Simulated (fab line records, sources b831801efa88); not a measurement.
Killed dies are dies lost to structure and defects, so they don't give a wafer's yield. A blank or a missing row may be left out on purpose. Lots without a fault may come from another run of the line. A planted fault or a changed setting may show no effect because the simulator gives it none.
Which tool did it? | flow sfq_line | 13 lots, 39 wafers sampled, at 5 steps of a route of 325

WHAT THE GAUGES READ, wafer by wafer
SFQ_M3_RS_MEAS_919: measures by four-point-probe.
lot  | measured     | on            | M3_NB_RS (ohm/sq)
L778 | day 30 10:32 | film_metro-04 | 0.881 0.897 0.898
L779 | day 30 12:48 | film_metro-04 | 0.881 0.888 0.886
L781 | day 30 21:10 | film_metro-04 | 0.883 0.891 0.884
L782 | day 33 13:19 | film_metro-01 | 0.889 0.905 0.893
L783 | day 33 15:49 | film_metro-02 | 0.908 0.901 0.920
L784 | day 33 22:55 | film_metro-02 | 0.885 0.887 0.988
L785 | day 38 22:01 | film_metro-02 | 0.891 0.899 0.886
L788 | day 39 11:13 | film_metro-02 | 0.874 0.881 0.884
L793 | day 41 00:05 | film_metro-02 | 0.894 0.880 0.889
L795 | day 41 16:33 | film_metro-04 | 0.900 0.893 0.882
L797 | day 42 04:29 | film_metro-01 | 0.900 0.895 0.882
L799 | day 42 14:12 | film_metro-02 | 0.867 0.872 0.873
L800 | day 42 17:49 | film_metro-01 | 0.917 0.892 0.899

SFQ_M3_OVL_MEAS_921.
lot  | measured     | on         | M3_OVL (nm)
L778 | day 30 16:17 | overlay-01 | -2 -3 -2
L779 | day 30 22:37 | overlay-02 | -5 -1 -4
L781 | day 32 15:49 | overlay-02 | 2 1 -7
L782 | day 33 15:55 | overlay-01 | 14 13 11
L783 | day 33 18:14 | overlay-02 | -2 -4 1
L784 | day 34 02:15 | overlay-02 | 15 14 11
L785 | day 39 01:43 | overlay-01 | 0 7 3
L788 | day 45 13:10 | overlay-02 | -9 3 -8
L793 | day 46 20:22 | overlay-02 | 4 2 4
L795 | day 47 07:52 | overlay-02 | 9 7 6
L797 | day 47 15:04 | overlay-01 | 2 -6 0
L799 | day 48 01:59 | overlay-02 | 4 2 -2
L800 | day 48 04:23 | overlay-02 | -1 -1 -6

WHICH TOOL RAN EACH LOT (tool, then ch and the chambers of the sampled wafers, then the start)
lot  | SFQ_TRILAYER_I1_VIA_BARC_OPEN_VIA_ETCH_071 | SFQ_TRILAYER_I2_VIA_STRIP_STRIP_071 | SFQ_TRILAYER_M3_DEP_SPUTTER_073
L778 | rie_diel-03 ch 2,3, day 23 13:11           | rie_metal-04 ch 0,1, day 30 09:27   | pvd_sputter-05, day 30 10:26
L779 | rie_diel-01 ch 1,3, day 23 16:47           | rie_metal-02 ch 0,1, day 30 12:03   | pvd_sputter-03, day 30 12:40
L781 | rie_diel-03 ch 0,2,3, day 24 09:08         | rie_metal-01 ch 0,1, day 30 20:15   | pvd_sputter-05, day 30 21:04
L782 | rie_diel-04 ch 0,2,3, day 24 21:15         | rie_metal-04 ch 0,1, day 33 12:23   | pvd_sputter-05, day 33 13:13
L783 | rie_diel-01 ch 0,2, day 25 09:15           | rie_metal-01 ch 0,1, day 33 14:54   | pvd_sputter-03, day 33 15:42
L784 | rie_diel-01 ch 0,1,3, day 25 18:51         | rie_metal-02 ch 0,1, day 33 22:01   | pvd_sputter-05, day 33 22:49
L785 | rie_diel-03 ch 0,3, day 25 22:27           | rie_metal-04 ch 0,1, day 38 21:08   | pvd_sputter-03, day 38 21:56
L788 | rie_diel-01 ch 1,2,3, day 26 07:27         | rie_metal-01 ch 0,1, day 39 10:20   | pvd_sputter-06, day 39 11:08
L793 | rie_diel-01 ch 1,2, day 28 09:18           | rie_metal-01 ch 0,1, day 40 22:40   | pvd_sputter-06, day 40 23:59
L795 | rie_diel-01 ch 0,2,3, day 29 05:42         | rie_metal-01 ch 1, day 41 15:28     | pvd_sputter-03, day 41 16:26
L797 | rie_diel-03 ch 1,2, day 30 12:54           | rie_metal-04 ch 0,1, day 42 03:35   | pvd_sputter-06, day 42 04:23
L799 | rie_diel-03 ch 1,2,3, day 31 04:38         | rie_metal-01 ch 0,1, day 42 13:19   | pvd_sputter-03, day 42 14:07
L800 | rie_diel-04 ch 0,2, day 31 08:14           | rie_metal-04 ch 0,1, day 42 16:55   | pvd_sputter-06, day 42 17:43
- SFQ_TRILAYER_I1_VIA_BARC_OPEN_VIA_ETCH_071: etches BARC in O2, target depth 125 nm, time 41.7 s.
- SFQ_TRILAYER_I2_VIA_STRIP_STRIP_071: strips in O2.
- SFQ_TRILAYER_M3_DEP_SPUTTER_073: material Nb, target thk 200 nm, time 133.3 s.

WHAT THE TOOLS THEMSELVES READ (means of the sampled wafers that have a number; where no wafer has one, the mark that the record gives instead)
SFQ_TRILAYER_I1_VIA_BARC_OPEN_VIA_ETCH_071.
lot  | tool        | drypump_motor_current_A (A) | oes_product_au (a.u.)
L778 | rie_diel-03 | 5.9                         | 0.684
L779 | rie_diel-01 | 5.4                         | 0.686
L781 | rie_diel-03 | 5.6                         | 0.685
L782 | rie_diel-04 | 6.1                         | 0.686
L783 | rie_diel-01 | 5.8                         | 0.689
L784 | rie_diel-01 | 5.5                         | 0.685
L785 | rie_diel-03 | 5.3                         | 0.683
L788 | rie_diel-01 | 5.6                         | 0.684
L793 | rie_diel-01 | 5.9                         | 0.684
L795 | rie_diel-01 | 5.5                         | 0.690
L797 | rie_diel-03 | 6.0                         | 0.677
L799 | rie_diel-03 | 5.7                         | 0.683
L800 | rie_diel-04 | 6.1                         | 0.691

SFQ_TRILAYER_I2_VIA_STRIP_STRIP_071.
lot  | tool         | drypump_motor_current_A (A) | oes_product_au (a.u.) | platen_temp_c (C)
L778 | rie_metal-04 | 5.8                         | 0.996                 | 40.10
L779 | rie_metal-02 | 5.5                         | 0.992                 | 39.90
L781 | rie_metal-01 | 6.1                         | 1.005                 | 40.15
L782 | rie_metal-04 | 5.7                         | 1.002                 | 40.12
L783 | rie_metal-01 | 6.1                         | 0.994                 | 39.99
L784 | rie_metal-02 | 5.5                         | 0.996                 | 39.96
L785 | rie_metal-04 | 5.8                         | 1.008                 | 40.06
L788 | rie_metal-01 | 6.1                         | 0.999                 | 39.98
L793 | rie_metal-01 | 5.6                         | 0.991                 | 40.01
L795 | rie_metal-01 | 6.6                         | 0.998                 | 39.88
L797 | rie_metal-04 | 5.8                         | 1.009                 | 39.94
L799 | rie_metal-01 | 5.6                         | 0.997                 | 39.97
L800 | rie_metal-04 | 5.8                         | 1.012                 | 39.92

SFQ_TRILAYER_M3_DEP_SPUTTER_073.
lot  | tool           | base_pressure_pa (Pa) | cathode_dc_power_W (W) | throttle_valve_pct (%)
L778 | pvd_sputter-05 | 1.30e-06              | 2000.0                 | 30.1
L779 | pvd_sputter-03 | 1.28e-06              | 2000.3                 | 29.2
L781 | pvd_sputter-05 | 1.35e-06              | 1999.7                 | 30.6
L782 | pvd_sputter-05 | 1.36e-06              | 2000.4                 | 30.0
L783 | pvd_sputter-03 | 1.38e-06              | 1999.8                 | 29.8
L784 | pvd_sputter-05 | 1.34e-06              | 2000.0                 | 30.2
L785 | pvd_sputter-03 | 1.42e-06              | 2000.1                 | 28.8
L788 | pvd_sputter-06 | 1.47e-06              | 1999.9                 | 30.4
L793 | pvd_sputter-06 | 1.26e-06              | 1999.8                 | 30.2
L795 | pvd_sputter-03 | 1.34e-06              | 1999.9                 | 29.8
L797 | pvd_sputter-06 | 1.42e-06              | 2000.2                 | 30.4
L799 | pvd_sputter-03 | 1.24e-06              | 1999.8                 | 29.4
L800 | pvd_sputter-06 | 1.17e-06              | 2000.4                 | 32.0

THE ANSWER, worked out from the rows above alone
Rule: what is usual is taken from the lots themselves. Put in order of their means at a reading, lots are off if they are a third of the lots or fewer, leave a main group of 4 or more, and stand apart from it by a gap of 3 or more times the standard deviation of the main group's means; of several such gaps the widest counts. A main group whose means are all the same, to the digits that the tables above print for the reading, isn't used. A lot without any number at a reading at which 4 lots or more have one is off too. The other lots that the step has rows for count as sound. The gauges are gone through in route order, then the tools' own readings, and for those a lot's mean is taken as printed above. The first step at which some lot is off is used, and at that step the reading that is off furthest; a lot without a number counts as furthest.
No lot is off at any reading shown: from this, nothing can be told.

WHAT THE SIMULATOR HAD PUT IN
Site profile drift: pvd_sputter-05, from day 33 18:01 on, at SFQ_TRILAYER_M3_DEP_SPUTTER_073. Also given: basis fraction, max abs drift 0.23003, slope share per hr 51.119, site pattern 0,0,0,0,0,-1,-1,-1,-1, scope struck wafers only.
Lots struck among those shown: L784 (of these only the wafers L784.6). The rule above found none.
